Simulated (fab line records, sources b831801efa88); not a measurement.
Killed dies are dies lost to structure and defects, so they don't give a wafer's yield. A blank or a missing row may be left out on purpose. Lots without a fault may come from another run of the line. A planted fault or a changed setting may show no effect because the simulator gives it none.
One fault seen from 2 desks | flow gf180mcu | each desk has only its own numbers; what lay behind them comes last

THE TOOL OWNER'S DESK: pecvd-02
The tool's own readings at GF_SAB_CVD_00 (deposits SiO2 from TEOS, target thk 50 nm, time 4.9302 s): means of the sampled wafers that have a number, for each lot that ran on this tool. A lot is out of limits, marked OUT, if its mean lies more than 4 standard deviations from the usual mean; the brackets give that distance.
Columns: A = heater_power_w at GF_SAB_CVD_00, usual 610 W
lot  | first seen here | A
L617 | day 17 10:56    | 697
L618 | day 17 19:59    | 674
L630 | day 21 17:47    | 736
This desk's finding: nothing out of limits on any of the 3 lots.

THE METROLOGY DESK
What the gauges read, lot by lot, whatever tool the lot ran on: means of the sampled wafers that have a number. A lot is out of limits, marked OUT, if its mean lies more than 4 standard deviations from the usual mean; the brackets give that distance.
Columns: A = MVPSD_OVL at GF_MVPSD_OVL_MEAS_07, usual -0.5 nm; B = SAB_CVD_00_THK at GF_SAB_THK_MEAS_01, usual 50.1 nm; C = cd_nm at GF_CONTACT_CD_MEAS_14, usual 220.0 nm
lot  | first seen here | A    | B               | C
L608 | day 5 03:27     | -0.3 | 50.0            | 220.3
L609 | day 5 08:19     | -3.7 | 50.5            | 217.6
L610 | day 5 12:26     | 2.4  | 49.7            | 219.1
L611 | day 5 22:16     | -1.2 | 50.5            | 220.1
L617 | day 7 07:11     | -0.2 | 56.3 (+9.9) OUT | 218.8
L618 | day 7 10:56     | 0.1  | 56.6 (+10) OUT  | 221.7
L622 | day 8 11:50     | -1.9 | 50.0            | 220.4
L625 | day 9 06:00     | -1.5 | 50.2            | 224.3
L626 | day 9 10:50     | 0.0  | 49.8            | 219.3
L627 | day 9 17:05     | -1.1 | 50.0            | 219.4
L628 | day 9 23:29     | 0.9  | 49.9            | 220.9
L629 | day 10 06:53    | -2.6 | 50.1            | 221.4
L630 | day 10 10:02    | 0.7  | 50.3            | 217.9
L631 | day 10 19:59    | -1.9 | 50.3            | 221.7
This desk's finding: out of limits on L617, L618; first on L617, day 17 10:58 (SAB_CVD_00_THK at GF_SAB_THK_MEAS_01). In limits: L608, L609, L610, L611, L622, L625, L626, L627, L628, L629, L630, L631.

PUT TOGETHER
The metrology desk could have raised an alarm at day 17 10:58, on L617, L618.
The tool owner's desk saw nothing out of limits.
The tool owner's desk has L617, L618 on record, within its limits.
Of the lots named, all ran GF_SAB_CVD_00 on pecvd-02.

WHAT THE SIMULATOR HAD PUT IN
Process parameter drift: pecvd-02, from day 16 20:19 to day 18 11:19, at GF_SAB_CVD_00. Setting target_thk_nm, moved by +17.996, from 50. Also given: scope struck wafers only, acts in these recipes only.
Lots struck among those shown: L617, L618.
Hours from the fault's start to each desk's first reading out of limits: the metrology desk, 15.
